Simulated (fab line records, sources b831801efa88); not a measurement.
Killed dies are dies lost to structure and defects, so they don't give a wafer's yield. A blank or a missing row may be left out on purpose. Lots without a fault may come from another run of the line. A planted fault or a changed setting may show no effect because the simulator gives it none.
fab line records | flow gf180mcu
record lots=14 wafers=42 last_day=34
route steps=602 shown HV_LDD@224 CONTACT@302 M1@315
lots that met no fault: from a run of the same line without faults
start_h: hours from the record's first day to the start of the lot's first wafer shown | wait_h: hours since the lot's step before | " the same as in the row above | L1.1+2: a row that stands for several wafers | - no value, or no start given | * or withheld: withheld | < > ~ a bound
route shown NAME@n: a module of which the file shows steps, and the number in the route of the first | usual: mean/standard deviation of fault-free wafers | same: alike in all rows | chamber/n: place in a boat | sites: the reading at each site | _std_site: their standard deviation | _edge_site: outer sites' mean less inner sites' | radius_mm: how far each site lies from the wafer's centre | mask NAME#n: copy n | behind: the tool/chamber that last shaped the wafer | hold: why the lot was held/for how many hours/how that ended | device: the transistor (n, p or np) that didn't switch | end of line: the same wafers' tests at the end of the route | a step without rows: its recipe alone | killed: dies lost to structure and defects at the first sort, not the wafer's yield | map: a wafer's dies, x killed, . not, _ none there
set.NAME: the setting as run; set.NAME@STEP: as run at that earlier step | model.NAME: the simulator's own value behind a step, which no gauge read
steps of the route over a sample of lots; a table a step, a row a wafer
services: from which hour (start_h, from the record's first day; less than 0 if before it) a tool's chamber was out of use, for how many hours, and why
## steps
# step GF_HV_LDD_IMPLANT_48
# recipe species=B energy_kev=25 dose_cm2=3e+13 tilt_deg=7
# usual beam_on_s=9.99/0.18 faraday_current_uA=169/3.1
# same implant_ion_amu=11
# columns lot.wafer tool chamber start_h wait_h beam_on_s faraday_current_uA
L279.2 implanter-01 0 275.10 0.0 10.26 165
L279.5 " 0 " " 10.32 164
L279.6 " 0 " " 9.72 174
L280.3 implanter-04 0 277.08 0.1 10.26 165
L280.4 " 0 " " 9.82 172
L280.5 " 0 " " 10.08 168
L283.1 implanter-04 0 316.11 0.0 10.05 168
L283.3 " 0 " " 10.03 170
L283.5 " 0 " " 9.91 170
L284.1 implanter-01 0 326.30 0.0 10.08 168
L284.2 " 0 " " 10.07 167
L284.5 " 0 " " 10.18 168
L287.3 implanter-04 0 349.18 0.1 8.11 209
L287.4 " 0 " " 8.01 211
L287.5 " 0 " " 7.99 212
L288.3 implanter-04 0 353.48 0.1 7.90 214
L288.4 " 0 " " 8.11 208
L288.5 " 0 " " 8.22 205
L290.1 implanter-01 0 364.33 0.0 9.85 172
L290.2 " 0 " " 9.91 171
L290.5 " 0 " " 9.89 171
L296.2 implanter-02 0 410.77 0.0 9.84 172
L296.3 " 0 " " 10.08 167
L296.4 " 0 " " 10.26 165
L297.3 implanter-04 0 418.85 0.1 9.89 171
L297.4 " 0 " " 10.09 168
L297.6 " 0 " " 10.04 168
L298.1 implanter-02 0 428.45 0.0 9.73 174
L298.3 " 0 " " 9.70 175
L298.4 " 0 " " 10.16 167
L299.1 implanter-02 0 436.95 0.0 9.85 171
L299.2 " 0 " " 9.78 173
L299.3 " 0 " " 9.93 170
L300.1 implanter-02 0 442.38 0.0 9.73 174
L300.2 " 0 " " 9.89 171
L300.6 " 0 " " 10.09 167
L301.2 implanter-02 0 450.86 0.0 9.87 172
L301.3 " 0 " " 10.38 163
L301.6 " 0 " " 9.88 171
L302.3 implanter-02 0 471.13 0.1 9.99 170
L302.5 " 0 " " 10.09 167
L302.6 " 0 " " 10.22 165
# step GF_HV_LDD_TW_MEAS_50
# usual HV_LDD_4_TW=571/3.9
# columns lot.wafer tool chamber start_h wait_h HV_LDD_4_TW
L279.2 film_metro-02 - 275.34 0.1 571
L279.5 " - " " 569
L279.6 " - " " 565
L280.3 film_metro-01 - 277.30 0.1 568
L280.4 " - " " 570
L280.5 " - " " 572
L283.1 film_metro-04 - 316.36 0.1 572
L283.3 " - " " 574
L283.5 " - " " 576
L284.1 film_metro-04 - 326.55 0.1 570
L284.2 " - " " 569
L284.5 " - " " 575
L287.3 film_metro-04 - 349.40 0.1 539
L287.4 " - " " 539
L287.5 " - " " 541
L288.3 film_metro-01 - 353.70 0.1 535
L288.4 " - " " 533
L288.5 " - " " 535
L290.1 film_metro-01 - 364.58 0.1 572
L290.2 " - " " 575
L290.5 " - " " 571
L296.2 film_metro-01 - 411.01 0.1 572
L296.3 " - " " 572
L296.4 " - " " 573
L297.3 film_metro-01 - 419.07 0.1 573
L297.4 " - " " 569
L297.6 " - " " 571
L298.1 film_metro-01 - 428.70 0.1 571
L298.3 " - " " 572
L298.4 " - " " 570
L299.1 film_metro-04 - 437.20 0.1 571
L299.2 " - " " 577
L299.3 " - " " 573
L300.1 film_metro-01 - 442.63 0.1 571
L300.2 " - " " 577
L300.6 " - " " 573
L301.2 film_metro-02 - 451.09 0.1 567
L301.3 " - " " 568
L301.6 " - " " 569
L302.3 film_metro-02 - 471.35 0.1 568
L302.5 " - " " 570
L302.6 " - " " 569
# step GF_CONTACT_OVL_MEAS_15
# usual CONTACT_OVL=-3/5.1
# columns lot.wafer tool chamber start_h wait_h CONTACT_OVL[nm]
L279.2 overlay-01 - 362.45 0.1 -12
L279.5 " - " " 0
L279.6 " - " " -11
L280.3 overlay-02 - 367.05 0.1 -3
L280.4 " - " " -6
L280.5 " - " " -5
L283.1 overlay-02 - 408.26 0.1 1
L283.3 " - " " 1
L283.5 " - " " 1
L284.1 overlay-02 - 421.34 0.1 -4
L284.2 " - " " -8
L284.5 " - " " 0
L287.3 overlay-02 - 446.52 0.1 -4
L287.4 " - " " -1
L287.5 " - " " -5
L288.3 overlay-02 - 452.36 0.1 5
L288.4 " - " " 3
L288.5 " - " " 0
L290.1 overlay-01 - 464.55 0.1 0
L290.2 " - " " 4
L290.5 " - " " -11
L296.2 overlay-02 - 513.36 0.1 -2
L296.3 " - " " 3
L296.4 " - " " -2
L297.3 overlay-02 - 520.57 0.1 -2
L297.4 " - " " -4
L297.6 " - " " 2
L298.1 overlay-01 - 529.79 0.1 1
L298.3 " - " " 1
L298.4 " - " " -3
L299.1 overlay-02 - 538.04 0.1 -9
L299.2 " - " " -2
L299.3 " - " " -6
L300.1 overlay-02 - 542.09 0.1 -2
L300.2 " - " " -6
L300.6 " - " " -16
L301.2 overlay-01 - 549.95 0.1 0
L301.3 " - " " -5
L301.6 " - " " 3
L302.3 overlay-02 - 568.75 0.1 -4
L302.5 " - " " -1
L302.6 " - " " -3
# step GF_M1_SPUTTER_00
# recipe material=Ti target_thk_nm=37.5 arriving_ion_energy_ev=80 substrate_temp_c=200 chamber_pressure_pa=2 power_w=4000 time_s=150
# usual throttle_valve_pct=29.1/1.1
# columns lot.wafer tool chamber start_h wait_h throttle_valve_pct
L279.2 pvd_sputter-03 - 363.85 0.2 27.5
L279.5 " - " " 29.9
L279.6 " - " " 27.4
L280.3 pvd_sputter-03 - 373.05 0.1 27.1
L280.4 " - " " 30.1
L280.5 " - " " 29.9
L283.1 pvd_sputter-02 - 409.44 0.1 28.0
L283.3 " - " " 28.7
L283.5 " - " " 28.0
L284.1 pvd_sputter-02 - 422.52 0.2 28.6
L284.2 " - " " 30.0
L284.5 " - " " 28.4
L287.3 pvd_sputter-02 - 447.79 0.2 28.4
L287.4 " - " " 30.0
L287.5 " - " " 27.9
L288.3 pvd_sputter-02 - 453.53 0.1 27.8
L288.4 " - " " 30.0
L288.5 " - " " 29.9
L290.1 pvd_sputter-03 - 465.72 0.1 29.3
L290.2 " - " " 29.8
L290.5 " - " " 29.6
L296.2 pvd_sputter-03 - 514.54 0.2 29.8
L296.3 " - " " 30.7
L296.4 " - " " 29.7
L297.3 pvd_sputter-03 - 521.74 0.2 29.2
L297.4 " - " " 30.6
L297.6 " - " " 27.3
L298.1 pvd_sputter-02 - 530.98 0.2 30.0
L298.3 " - " " 28.6
L298.4 " - " " 27.8
L299.1 pvd_sputter-04 - 539.24 0.2 30.8
L299.2 " - " " 29.3
L299.3 " - " " 30.9
L300.1 pvd_sputter-02 - 543.29 0.2 28.4
L300.2 " - " " 28.6
L300.6 " - " " 30.0
L301.2 pvd_sputter-03 - 551.14 0.2 30.5
L301.3 " - " " 27.4
L301.6 " - " " 30.7
L302.3 pvd_sputter-02 - 569.91 0.2 28.7
L302.5 " - " " 30.2
L302.6 " - " " 27.9
# step GF_M1_SPUTTER_02
# recipe material=AlCu target_thk_nm=450 power_w=10600 time_s=23.9 chamber_pressure_pa=0.4
# usual throttle_valve_pct=29.1/1.1
# columns lot.wafer tool chamber start_h wait_h throttle_valve_pct
L279.2 pvd_sputter-03 - 363.98 0.0 27.4
L279.5 " - " " 30.0
L279.6 " - " " 27.4
L280.3 pvd_sputter-03 - 373.18 0.0 27.2
L280.4 " - " " 30.1
L280.5 " - " " 29.8
L283.1 pvd_sputter-02 - 409.57 0.0 28.1
L283.3 " - " " 28.8
L283.5 " - " " 28.1
L284.1 pvd_sputter-02 - 422.65 0.0 28.4
L284.2 " - " " 30.0
L284.5 " - " " 28.4
L287.3 pvd_sputter-02 - 447.92 0.0 28.5
L287.4 " - " " 30.0
L287.5 " - " " 27.9
L288.3 pvd_sputter-02 - 453.66 0.0 28.1
L288.4 " - " " 30.3
L288.5 " - " " 30.2
L290.1 pvd_sputter-03 - 465.87 0.0 29.8
L290.2 " - " " 29.9
L290.5 " - " " 29.4
L296.2 pvd_sputter-03 - 514.69 0.0 30.0
L296.3 " - " " 30.8
L296.4 " - " " 29.3
L297.3 pvd_sputter-03 - 521.89 0.0 29.5
L297.4 " - " " 30.7
L297.6 " - " " 27.4
L298.1 pvd_sputter-02 - 531.11 0.0 29.7
L298.3 " - " " 28.6
L298.4 " - " " 27.9
L299.1 pvd_sputter-04 - 539.37 0.0 30.8
L299.2 " - " " 28.8
L299.3 " - " " 30.9
L300.1 pvd_sputter-02 - 543.42 0.0 28.2
L300.2 " - " " 28.6
L300.6 " - " " 30.0
L301.2 pvd_sputter-03 - 551.27 0.0 30.7
L301.3 " - " " 27.0
L301.6 " - " " 30.4
L302.3 pvd_sputter-02 - 570.04 0.0 28.5
L302.5 " - " " 29.9
L302.6 " - " " 27.7
## services
# columns tool chamber start_h hours kind
pvd_sputter-04 - 255.86 5.7 repair
pvd_sputter-02 - 262.41 7.2 repair
pvd_sputter-03 - 274.47 1.7 repair
pvd_sputter-04 - 290.15 2.7 repair
implanter-02 - 292.11 2.5 pm
pvd_sputter-03 - 303.62 1.4 repair
implanter-01 - 317.26 5.6 repair
pvd_sputter-04 2 357.95 - consumable_replace:kit
implanter-02 - 363.13 1.2 repair
implanter-01 - 366.76 4.1 repair
pvd_sputter-02 3 390.61 - consumable_replace:kit
pvd_sputter-02 3 390.61 18.0 scheduled_down
pvd_sputter-02 3 390.61 18.0 vent_cycle
implanter-04 - 428.20 10.3 pm
pvd_sputter-02 - 436.46 0.9 repair
implanter-02 - 456.50 5.0 pm
implanter-01 - 463.03 8.1 repair
pvd_sputter-04 - 465.94 2.8 repair
pvd_sputter-03 - 469.30 5.2 repair
implanter-01 - 471.17 2.3 pm
implanter-02 - 496.70 0.6 repair
pvd_sputter-03 2 554.20 - consumable_replace:kit
pvd_sputter-03 2 554.20 18.0 scheduled_down
pvd_sputter-03 2 554.20 18.0 vent_cycle
## key
first_sign step=GF_HV_LDD_IMPLANT_48 reading=faraday_current_uA direction=up sigmas=13 usual=169 struck=210
effect step=GF_HV_LDD_IMPLANT_48 reading=beam_on_s direction=down sigmas=11 usual=9.99 struck=8.06
effect step=GF_HV_LDD_TW_MEAS_50 reading=HV_LDD_4_TW direction=down sigmas=8.7 usual=571 struck=537
met_at GF_HV_LDD_IMPLANT_48
struck_lots L287,L288
tester_left_out L287,L288
not_acting_at GF_CONTACT_OVL_MEAS_15,GF_M1_SPUTTER_00,GF_M1_SPUTTER_02
onset_between 316.11 349.18
fault kind=process_parameter_drift tool=implanter-04 chamber=- onset_h=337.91 steps=GF_HV_LDD_IMPLANT_48 channel=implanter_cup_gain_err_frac offset=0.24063 shape=step end_h=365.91
# tester_left_out: of these lots the tester's yield and bins aren't shown, on N5 and GAA mostly nor the transistor test; their killed dies are dies lost to structure and defects alone, not to doping, threshold or leakage, so they don't give the yield
